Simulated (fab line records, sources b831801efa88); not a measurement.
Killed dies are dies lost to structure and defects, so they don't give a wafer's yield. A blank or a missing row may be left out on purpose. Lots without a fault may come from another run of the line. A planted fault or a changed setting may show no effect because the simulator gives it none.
fab line records | flow sky130 | part 1 of 2: steps 1 to 26 of 35
record lots=5 wafers=15 last_day=49
route steps=708 shown SONOS_ONO@172 GATE_OXIDE@187 POLY_GATE@204 RES_PROTECT@206
lots that met no fault: from a run of the same line without faults
start_h: hours from the record's first day to the start of the lot's first wafer shown | wait_h: hours since the lot's step before | " the same as in the row above | L1.1+2: a row that stands for several wafers | - no value, or no start given | * or withheld: withheld | < > ~ a bound
route shown NAME@n: a module of which the file shows steps, and the number in the route of the first | usual: mean/standard deviation of fault-free wafers | same: alike in all rows | chamber/n: place in a boat | sites: the reading at each site | _std_site: their standard deviation | _edge_site: outer sites' mean less inner sites' | radius_mm: how far each site lies from the wafer's centre | mask NAME#n: copy n | behind: the tool/chamber that last shaped the wafer | hold: why the lot was held/for how many hours/how that ended | device: the transistor (n, p or np) that didn't switch | end of line: the same wafers' tests at the end of the route | a step without rows: its recipe alone | killed: dies lost to structure and defects at the first sort, not the wafer's yield | map: a wafer's dies, x killed, . not, _ none there
set.NAME: the setting as run; set.NAME@STEP: as run at that earlier step | model.NAME: the simulator's own value behind a step, which no gauge read
lots at some steps of the route; a table a step, a row a wafer
services: from which hour (start_h, from the record's first day; less than 0 if before it) a tool's chamber was out of use, for how many hours, and why
## steps
# step SKY_SONOS_ONO_CVD_04
# recipe material=SiO2 precursor=SiH4/N2O target_thk_nm=5.7199 temp_c=900 pressure_mtorr=400
# usual spike_tc_centre_C=900.3/1.2 zone_power_lower_pct=19.1/1.1 zone_power_top_pct=33.6/1.3
# columns lot.wafer tool chamber start_h wait_h spike_tc_centre_C zone_power_lower_pct zone_power_top_pct
L078.2 lpcvd-03 0 301.28 0.0 902.1 19.8 34.2
L078.3 " 0 " " 900.9 19.9 35.3
L078.5 " 0 " " 899.9 19.9 35.0
L087.1 lpcvd-03 1 352.06 0.1 899.0 17.6 31.8
L087.5 " 1 " " 899.4 17.6 32.0
L087.6 " 1 " " 901.5 17.9 31.9
L089.1 lpcvd-03 0 368.08 0.1 899.8 19.9 34.8
L089.2 " 0 " " 898.5 20.2 34.4
L089.6 " 0 " " 899.1 19.9 34.6
L090.1 lpcvd-03 0 375.50 0.1 900.0 20.3 34.9
L090.4 " 0 " " 900.8 20.3 35.5
L090.6 " 0 " " 898.0 20.1 34.6
L093.2 lpcvd-03 1 397.58 0.0 901.4 17.5 32.1
L093.4 " 1 " " 899.9 17.8 32.4
L093.6 " 1 " " 900.5 17.8 32.1
# step SKY_SONOS_ONO_THK_MEAS_05
# recipe reads=SiO2_of_SONOS_ONO_CVD_04
# usual SONOS_ONO_CVD_04_THK=5.80/0.12
# columns lot.wafer tool chamber start_h wait_h SONOS_ONO_CVD_04_THK[nm]
L078.2 film_metro-01 - 302.54 0.0 5.86
L078.3 " - " " 5.79
L078.5 " - " " 5.95
L087.1 film_metro-01 - 353.31 0.0 5.91
L087.5 " - " " 5.96
L087.6 " - " " 5.90
L089.1 film_metro-03 - 369.33 0.0 5.78
L089.2 " - " " 5.80
L089.6 " - " " 5.87
L090.1 film_metro-03 - 376.75 0.0 5.79
L090.4 " - " " 5.74
L090.6 " - " " 5.73
L093.2 film_metro-02 - 398.84 0.0 5.97
L093.4 " - " " 6.00
L093.6 " - " " 5.97
# step SKY_SONOS_ONO_DEHYDRATE_06
# recipe temp_c=200 time_s=60
# usual resist_line_temp_C=22.98/0.1
# columns lot.wafer tool chamber start_h wait_h resist_line_temp_C
L078.2 litho_track-04 0 313.86 11.3 23.08
L078.3 " 0 " " 22.93
L078.5 " 0 " " 22.92
L087.1 litho_track-04 0 365.93 12.6 23.09
L087.5 " 0 " " 23.22
L087.6 " 0 " " 23.10
L089.1 litho_track-02 0 382.96 13.6 22.87
L089.2 " 0 " " 22.99
L089.6 " 0 " " 23.13
L090.1 litho_track-02 0 390.06 13.3 22.96
L090.4 " 0 " " 22.87
L090.6 " 0 " " 22.96
L093.2 litho_track-04 0 412.71 13.9 22.87
L093.4 " 0 " " 22.97
L093.6 " 0 " " 22.94
# step SKY_SONOS_ONO_HMDS_07
# recipe prime_time_s=60 prime_temp_c=120
# usual prime_temp_c=119.99/0.15 resist_line_temp_C=23.02/0.11
# same prime_time_s=60
# columns lot.wafer tool chamber start_h wait_h prime_temp_c resist_line_temp_C
L078.2 litho_track-04 0 314.01 0.1 119.97 22.87
L078.3 " 0 " " 120.13 22.99
L078.5 " 0 " " 120.00 23.00
L087.1 litho_track-04 0 366.08 0.1 119.90 23.06
L087.5 " 0 " " 119.94 23.20
L087.6 " 0 " " 120.06 23.13
L089.1 litho_track-02 0 383.11 0.1 119.99 23.02
L089.2 " 0 " " 120.04 23.11
L089.6 " 0 " " 120.05 23.03
L090.1 litho_track-02 0 390.21 0.1 120.07 23.26
L090.4 " 0 " " 120.11 23.04
L090.6 " 0 " " 119.98 23.06
L093.2 litho_track-04 0 412.86 0.1 120.07 22.89
L093.4 " 0 " " 120.08 23.14
L093.6 " 0 " " 120.03 23.11
# step SKY_SONOS_ONO_COAT_08
# recipe resist=NOVOLAK spin_rpm=3000 resist_thk_nm=1140
# usual resist_line_temp_C=22.99/0.13
# columns lot.wafer tool chamber start_h wait_h resist_line_temp_C
L078.2 litho_track-04 0 314.16 0.1 22.90
L078.3 " 0 " " 23.00
L078.5 " 0 " " 23.26
L087.1 litho_track-04 0 366.23 0.1 22.90
L087.5 " 0 " " 22.82
L087.6 " 0 " " 22.87
L089.1 litho_track-02 0 383.26 0.1 23.02
L089.2 " 0 " " 23.02
L089.6 " 0 " " 22.91
L090.1 litho_track-02 0 390.36 0.1 23.00
L090.4 " 0 " " 22.95
L090.6 " 0 " " 23.02
L093.2 litho_track-04 0 413.01 0.1 23.05
L093.4 " 0 " " 23.22
L093.6 " 0 " " 22.92
# step SKY_SONOS_ONO_SOFTBAKE_09
# recipe temp_c=90 time_s=60 resist=NOVOLAK
# usual resist_line_temp_C=22.99/0.099
# columns lot.wafer tool chamber start_h wait_h resist_line_temp_C
L078.2 litho_track-04 0 314.31 0.1 23.19
L078.3 " 0 " " 23.22
L078.5 " 0 " " 23.12
L087.1 litho_track-04 0 366.38 0.1 22.92
L087.5 " 0 " " 23.13
L087.6 " 0 " " 22.86
L089.1 litho_track-02 0 383.41 0.1 22.82
L089.2 " 0 " " 23.02
L089.6 " 0 " " 22.94
L090.1 litho_track-02 0 390.51 0.1 23.05
L090.4 " 0 " " 22.91
L090.6 " 0 " " 22.97
L093.2 litho_track-04 0 413.16 0.1 23.00
L093.4 " 0 " " 23.06
L093.6 " 0 " " 23.06
# step SKY_SONOS_ONO_EXPOSE_10
# recipe mask_id=ONOM target_cd_nm=410 na=0.6 source_shape=conventional sigma_outer=0.6 dose_mj=150
# same na=0.6
# columns lot.wafer tool chamber start_h wait_h mask
L078.2+3+5 iline_stepper-02 0 - - ONOM#0
L087.1+5+6 iline_stepper-01 0 - - ONOM#0
L089.1+2+6 iline_stepper-02 0 - - ONOM#0
L090.1+4+6 iline_stepper-01 0 - - ONOM#0
L093.2+4+6 iline_stepper-01 0 - - ONOM#0
# step SKY_SONOS_ONO_PEB_11
# recipe temp_c=withheld time_s=* resist=NOVOLAK
# usual resist_line_temp_C=*
# columns lot.wafer tool chamber start_h wait_h resist_line_temp_C
L078.2 litho_track-03 0 - - *
L078.3 " 0 " " *
L078.5 " 0 " " *
L087.1 litho_track-03 0 - - *
L087.5 " 0 " " *
L087.6 " 0 " " *
L089.1 litho_track-04 0 - - *
L089.2 " 0 " " *
L089.6 " 0 " " *
L090.1 litho_track-03 0 - - *
L090.4 " 0 " " *
L090.6 " 0 " " *
L093.2 litho_track-03 0 - - *
L093.4 " 0 " " *
L093.6 " 0 " " *
# step SKY_SONOS_ONO_DEVELOP_12
# recipe develop_time_s=60 dev_temp_c=23
# usual resist_line_temp_C=22.99/0.11
# columns lot.wafer tool chamber start_h wait_h resist_line_temp_C
L078.2 litho_track-03 0 326.79 0.1 23.04
L078.3 " 0 " " 23.11
L078.5 " 0 " " 23.21
L087.1 litho_track-03 0 380.57 0.1 22.87
L087.5 " 0 " " 22.94
L087.6 " 0 " " 22.99
L089.1 litho_track-04 0 397.03 0.1 23.16
L089.2 " 0 " " 22.83
L089.6 " 0 " " 22.98
L090.1 litho_track-03 0 404.62 0.1 23.02
L090.4 " 0 " " 22.85
L090.6 " 0 " " 22.92
L093.2 litho_track-03 0 428.49 0.1 22.99
L093.4 " 0 " " 22.98
L093.6 " 0 " " 23.07
# step SKY_SONOS_ONO_CD_MEAS_13
# recipe target_cd_nm=410
# usual cd_nm=409.2/2.6
# columns lot.wafer tool chamber start_h wait_h cd_nm
L078.2 cd_sem-02 - 326.94 0.1 413.1
L078.3 " - " " 413.4
L078.5 " - " " 412.4
L087.1 cd_sem-02 - 380.72 0.1 412.1
L087.5 " - " " 412.2
L087.6 " - " " 410.9
L089.1 cd_sem-02 - 397.21 0.2 406.2
L089.2 " - " " 406.3
L089.6 " - " " 405.4
L090.1 cd_sem-01 - 404.77 0.1 410.3
L090.4 " - " " 408.4
L090.6 " - " " 410.5
L093.2 cd_sem-02 - 428.64 0.1 412.1
L093.4 " - " " 411.6
L093.6 " - " " 409.0
# step SKY_SONOS_ONO_OVL_MEAS_14
# usual SONOS_ONO_OVL=0.9/1.3
# columns lot.wafer tool chamber start_h wait_h SONOS_ONO_OVL[nm]
L078.2 overlay-01 - 327.05 0.1 0.8
L078.3 " - " " 0.3
L078.5 " - " " 3.6
L087.1 overlay-01 - 380.84 0.1 0.4
L087.5 " - " " -0.5
L087.6 " - " " 0.0
L089.1 overlay-01 - 397.33 0.1 1.4
L089.2 " - " " 2.1
L089.6 " - " " 1.0
L090.1 overlay-02 - 404.89 0.1 -1.5
L090.4 " - " " -0.3
L090.6 " - " " -1.5
L093.2 overlay-01 - 428.75 0.1 2.7
L093.4 " - " " 2.5
L093.6 " - " " 2.1
# step SKY_SONOS_ONO_ETCH_15
# recipe target_depth_nm=19.52 chemistry=CHF3/O2 source_w=600 bias_w=200 pressure_mtorr=40 chf3_flow_sccm=50 O2_flow_sccm=5 time_s=7.8
# usual chf3_flow_sccm=50.00/0.16 drypump_motor_current_A=5.8/0.33 oes_product_au=0.999/0.012 throttle_valve_pct=8.824/0.01
# columns lot.wafer tool chamber start_h wait_h chf3_flow_sccm drypump_motor_current_A oes_product_au rf_hours_counter_h throttle_valve_pct
L078.2 rie_diel-02 1 327.08 0.0 50.35 5.4 0.980 68 8.825
L078.3 " 2 " " 49.98 5.8 1.009 115 8.826
L078.5 " 0 " " 49.91 6.2 1.005 - 8.808
L087.1 rie_diel-01 2 380.88 0.0 49.88 5.3 1.005 3 8.835
L087.5 " 3 " " 50.01 6.0 0.998 - 8.812
L087.6 " 2 " " 49.80 5.3 0.986 - 8.831
L089.1 rie_diel-02 0 397.36 0.0 50.09 6.2 1.027 9 8.833
L089.2 " 1 " " 49.83 5.4 0.974 69 8.821
L089.6 " 3 " " 50.08 6.1 0.991 - 8.814
L090.1 rie_diel-01 2 404.93 0.0 49.71 5.3 0.997 4 8.807
L090.4 " 0 " " 50.33 6.2 1.010 9 8.828
L090.6 " 0 " " 50.10 6.2 1.011 - 8.810
L093.2 rie_diel-04 3 428.78 0.0 50.03 5.3 0.984 100 8.812
L093.4 " 1 " " 50.26 5.5 0.995 30 8.822
L093.6 " 1 " " 50.05 5.5 1.009 - 8.831
# step SKY_SONOS_ONO_WET_ETCH_16
# recipe chemistry=dHF target_depth_nm=14 dry=n2_spin target=SiO2 dilution=100:1 temp_c=25 time_s=280
# columns lot.wafer tool chamber start_h wait_h
L078.2+3+5 wet_bench-01 2 327.10 0.0
L087.1+5+6 wet_bench-02 3 380.90 0.0
L089.1+2+6 wet_bench-01 2 397.38 0.0
L090.1+4+6 wet_bench-02 2 404.95 0.0
L093.2+4+6 wet_bench-02 2 428.80 0.0
# step SKY_SONOS_ONO_STRIP_17
# recipe chemistry=O2/N2 power_w=1400 pressure_mtorr=1500 platen_temp_c=withheld o2_flow_sccm=3000 n2_flow_sccm=300 overash_fraction=0.5
# usual drypump_motor_current_A=5.6/0.33 oes_product_au=0.710/0.005 strip_time_to_endpoint_s=14.13/0.043
# columns lot.wafer tool chamber start_h wait_h drypump_motor_current_A oes_product_au rf_hours_counter_h strip_time_to_endpoint_s
L078.2 plasma_asher-03 0 327.18 0.0 5.1 0.708 53 14.16
L078.3 " 1 " " 5.8 0.705 - 14.16
L078.5 " 0 " " 5.1 0.709 - 14.14
L087.1 plasma_asher-04 0 380.99 0.0 5.4 0.715 70 14.07
L087.5 " 0 " " 5.4 0.704 - 14.15
L087.6 " 1 " " 5.9 0.705 - 14.15
L089.1 plasma_asher-02 1 397.49 0.0 6.0 0.707 65 14.05
L089.2 " 0 " " 5.4 0.713 65 14.09
L089.6 " 0 " " 5.4 0.708 - 14.07
L090.1 plasma_asher-03 0 405.05 0.0 5.1 0.702 61 14.11
L090.4 " 0 " " 5.1 0.710 - 14.11
L090.6 " 1 " " 5.9 0.710 - 14.15
L093.2 plasma_asher-03 0 428.89 0.0 5.1 0.707 64 14.18
L093.4 " 1 " " 5.9 0.706 - 14.16
L093.6 " 1 " " 5.9 0.711 - 14.20
# step SKY_SONOS_ONO_WET_ETCH_18
# recipe chemistry=H3PO4 target_depth_nm=15 target=Si3N4 temp_c=160 time_s=172
# columns lot.wafer tool chamber start_h wait_h
L078.2+3+5 wet_bench-02 1 327.28 0.1
L087.1+5+6 wet_bench-04 3 381.09 0.1
L089.1+2+6 wet_bench-02 2 397.59 0.1
L090.1+4+6 wet_bench-02 0 405.15 0.1
L093.2+4+6 wet_bench-01 1 428.99 0.1
# step SKY_GATE_OXIDE_CLEAN_00
# recipe chemistry=SC1/SC2 mix=1:4:20 temp_c=70 time_s=150 dry=n2_spin
# columns lot.wafer tool chamber start_h wait_h
L078.2+3+5 wet_bench-04 1 327.34 0.0
L087.1+5+6 wet_bench-01 3 381.15 0.0
L089.1+2+6 wet_bench-04 1 397.65 0.0
L090.1+4+6 wet_bench-04 0 405.21 0.0
L093.2+4+6 wet_bench-04 0 429.05 0.0
# step SKY_GATE_OXIDE_OXIDATION_01
# recipe temp_c=900 ambient=O2 stabilise_s=600 purge_s=300 target_thk_a=102.68 ox_time_s=1473
# usual spike_tc_centre_C=899.7/1.2 zone_power_lower_pct=15.8/1.4 zone_power_top_pct=30.5/0.31
# columns lot.wafer tool chamber start_h wait_h spike_tc_centre_C zone_power_lower_pct zone_power_top_pct
L078.2 furnace-01 0 334.58 7.2 900.3 15.1 30.1
L078.3 " 0 " " 899.1 15.1 30.5
L078.5 " 0 " " 900.2 15.1 30.6
L087.1 furnace-02 0 383.75 2.5 897.7 18.2 30.4
L087.5 " 0 " " 899.0 18.1 31.2
L087.6 " 0 " " 900.2 18.3 30.9
L089.1 furnace-02 0 398.87 1.2 898.8 18.3 30.8
L089.2 " 0 " " 897.0 18.5 31.3
L089.6 " 0 " " 898.4 17.9 30.7
L090.1 furnace-02 0 406.42 1.2 899.2 18.2 30.3
L090.4 " 0 " " 899.0 18.0 30.2
L090.6 " 0 " " 898.4 18.0 30.3
L093.2 furnace-01 0 429.11 0.0 899.6 15.1 29.9
L093.4 " 0 " " 899.5 15.1 30.2
L093.6 " 0 " " 898.7 15.1 30.8
# step SKY_GATE_OXIDE_THK_MEAS_02
# recipe reads=SiO2_of_GATE_OXIDE_OXIDATION_01
# usual GATE_OXIDE_OXIDATION_00_THK=10.39/0.16
# columns lot.wafer tool chamber start_h wait_h GATE_OXIDE_OXIDATION_00_THK[nm]
L078.2 film_metro-01 - 336.00 0.0 10.37
L078.3 " - " " 10.31
L078.5 " - " " 10.26
L087.1 film_metro-03 - 385.19 0.0 10.20
L087.5 " - " " 10.36
L087.6 " - " " 10.42
L089.1 film_metro-04 - 400.28 0.0 10.41
L089.2 " - " " 10.22
L089.6 " - " " 10.30
L090.1 film_metro-04 - 407.83 0.0 10.24
L090.4 " - " " 10.47
L090.6 " - " " 10.42
L093.2 film_metro-03 - 430.53 0.0 10.55
L093.4 " - " " 10.24
L093.6 " - " " 10.17
# step SKY_GATE_OXIDE_DEHYDRATE_03
# recipe temp_c=200 time_s=60
# usual resist_line_temp_C=23.01/0.095
# columns lot.wafer tool chamber start_h wait_h resist_line_temp_C
L078.2 litho_track-04 0 348.01 12.0 23.00
L078.3 " 0 " " 23.12
L078.5 " 0 " " 22.91
L087.1 litho_track-04 0 398.43 13.2 22.95
L087.5 " 0 " " 22.95
L087.6 " 0 " " 22.94
L089.1 litho_track-02 0 414.31 14.0 23.07
L089.2 " 0 " " 22.91
L089.6 " 0 " " 22.89
L090.1 litho_track-04 0 422.88 15.0 22.93
L090.4 " 0 " " 23.02
L090.6 " 0 " " 23.10
L093.2 litho_track-01 0 445.71 15.2 22.94
L093.4 " 0 " " 22.90
L093.6 " 0 " " 22.78
# step SKY_GATE_OXIDE_HMDS_04
# recipe prime_time_s=60 prime_temp_c=120
# usual prime_temp_c=120.00/0.14 resist_line_temp_C=23.00/0.1
# same prime_time_s=60
# columns lot.wafer tool chamber start_h wait_h prime_temp_c resist_line_temp_C
L078.2 litho_track-04 0 348.16 0.1 120.13 23.07
L078.3 " 0 " " 120.09 23.05
L078.5 " 0 " " 119.86 23.02
L087.1 litho_track-04 0 398.58 0.1 119.90 22.93
L087.5 " 0 " " 120.06 22.99
L087.6 " 0 " " 119.98 22.89
L089.1 litho_track-02 0 414.46 0.1 119.86 23.02
L089.2 " 0 " " 120.03 22.84
L089.6 " 0 " " 119.99 23.09
L090.1 litho_track-04 0 423.03 0.1 120.01 22.90
L090.4 " 0 " " 120.00 22.86
L090.6 " 0 " " 120.06 22.84
L093.2 litho_track-01 0 445.86 0.1 119.86 22.93
L093.4 " 0 " " 120.00 23.05
L093.6 " 0 " " 119.76 22.84
# step SKY_GATE_OXIDE_COAT_05
# recipe resist=NOVOLAK spin_rpm=3000 resist_thk_nm=1140
# usual resist_line_temp_C=23.00/0.11
# columns lot.wafer tool chamber start_h wait_h resist_line_temp_C
L078.2 litho_track-04 0 348.31 0.1 23.04
L078.3 " 0 " " 22.80
L078.5 " 0 " " 22.97
L087.1 litho_track-04 0 398.73 0.1 23.13
L087.5 " 0 " " 23.23
L087.6 " 0 " " 23.03
L089.1 litho_track-02 0 414.61 0.1 23.10
L089.2 " 0 " " 22.98
L089.6 " 0 " " 23.00
L090.1 litho_track-04 0 423.18 0.1 22.91
L090.4 " 0 " " 23.10
L090.6 " 0 " " 23.03
L093.2 litho_track-01 0 446.01 0.1 23.09
L093.4 " 0 " " 23.01
L093.6 " 0 " " 22.94
# step SKY_GATE_OXIDE_SOFTBAKE_06
# recipe temp_c=90 time_s=60 resist=NOVOLAK
# usual resist_line_temp_C=23.02/0.1
# columns lot.wafer tool chamber start_h wait_h resist_line_temp_C
L078.2 litho_track-04 0 348.46 0.1 22.92
L078.3 " 0 " " 22.83
L078.5 " 0 " " 22.99
L087.1 litho_track-04 0 398.88 0.1 23.03
L087.5 " 0 " " 22.95
L087.6 " 0 " " 22.84
L089.1 litho_track-02 0 414.76 0.1 22.88
L089.2 " 0 " " 22.97
L089.6 " 0 " " 23.03
L090.1 litho_track-04 0 423.33 0.1 23.05
L090.4 " 0 " " 22.87
L090.6 " 0 " " 22.99
L093.2 litho_track-01 0 446.16 0.1 23.11
L093.4 " 0 " " 23.19
L093.6 " 0 " " 23.17
# step SKY_GATE_OXIDE_EXPOSE_07
# recipe mask_id=LVOM na=0.6 source_shape=conventional sigma_outer=0.6 polarization=unpolarized target_cd_nm=600 dose_mj=170
# same na=0.6
# columns lot.wafer tool chamber start_h wait_h mask
L078.2+3+5 iline_stepper-01 0 - - LVOM#0
L087.1+5+6 iline_stepper-01 0 - - LVOM#0
L089.1+2+6 iline_stepper-02 0 - - LVOM#0
L090.1+4+6 iline_stepper-02 0 - - LVOM#0
L093.2+4+6 iline_stepper-01 0 - - LVOM#0
# step SKY_GATE_OXIDE_PEB_08
# recipe temp_c=withheld time_s=* resist=NOVOLAK
# usual resist_line_temp_C=*
# columns lot.wafer tool chamber start_h wait_h resist_line_temp_C
L078.2 litho_track-04 0 - - *
L078.3 " 0 " " *
L078.5 " 0 " " *
L087.1 litho_track-01 0 - - *
L087.5 " 0 " " *
L087.6 " 0 " " *
L089.1 litho_track-02 0 - - *
L089.2 " 0 " " *
L089.6 " 0 " " *
L090.1 litho_track-01 0 - - *
L090.4 " 0 " " *
L090.6 " 0 " " *
L093.2 litho_track-01 0 - - *
L093.4 " 0 " " *
L093.6 " 0 " " *
# step SKY_GATE_OXIDE_DEVELOP_09
# recipe resist=NOVOLAK developer=TMAH develop_time_s=60 dev_temp_c=23
# usual resist_line_temp_C=23.00/0.1
# columns lot.wafer tool chamber start_h wait_h resist_line_temp_C
L078.2 litho_track-04 0 361.56 0.1 22.91
L078.3 " 0 " " 22.92
L078.5 " 0 " " 22.95
L087.1 litho_track-01 0 413.69 0.1 22.94
L087.5 " 0 " " 23.10
L087.6 " 0 " " 22.99
L089.1 litho_track-02 0 429.51 0.1 22.99
L089.2 " 0 " " 23.01
L089.6 " 0 " " 23.00
L090.1 litho_track-01 0 438.44 0.1 22.90
L090.4 " 0 " " 22.96
L090.6 " 0 " " 22.93
L093.2 litho_track-01 0 461.46 0.1 22.88
L093.4 " 0 " " 22.96
L093.6 " 0 " " 23.09
# step SKY_GATE_OXIDE_OVL_MEAS_10
# usual GATE_OXIDE_OVL=-0.7/1.3
# columns lot.wafer tool chamber start_h wait_h GATE_OXIDE_OVL[nm]
L078.2 overlay-01 - 361.69 0.1 -0.4
L078.3 " - " " -1.5
L078.5 " - " " -0.2
L087.1 overlay-01 - 413.84 0.1 0.0
L087.5 " - " " 0.8
L087.6 " - " " 0.1
L089.1 overlay-02 - 429.66 0.1 -0.9
L089.2 " - " " -0.8
L089.6 " - " " 0.9
L090.1 overlay-01 - 438.59 0.1 -1.7
L090.4 " - " " -1.8
L090.6 " - " " -1.3
L093.2 overlay-01 - 461.59 0.1 0.7
L093.4 " - " " -0.6
L093.6 " - " " -0.5
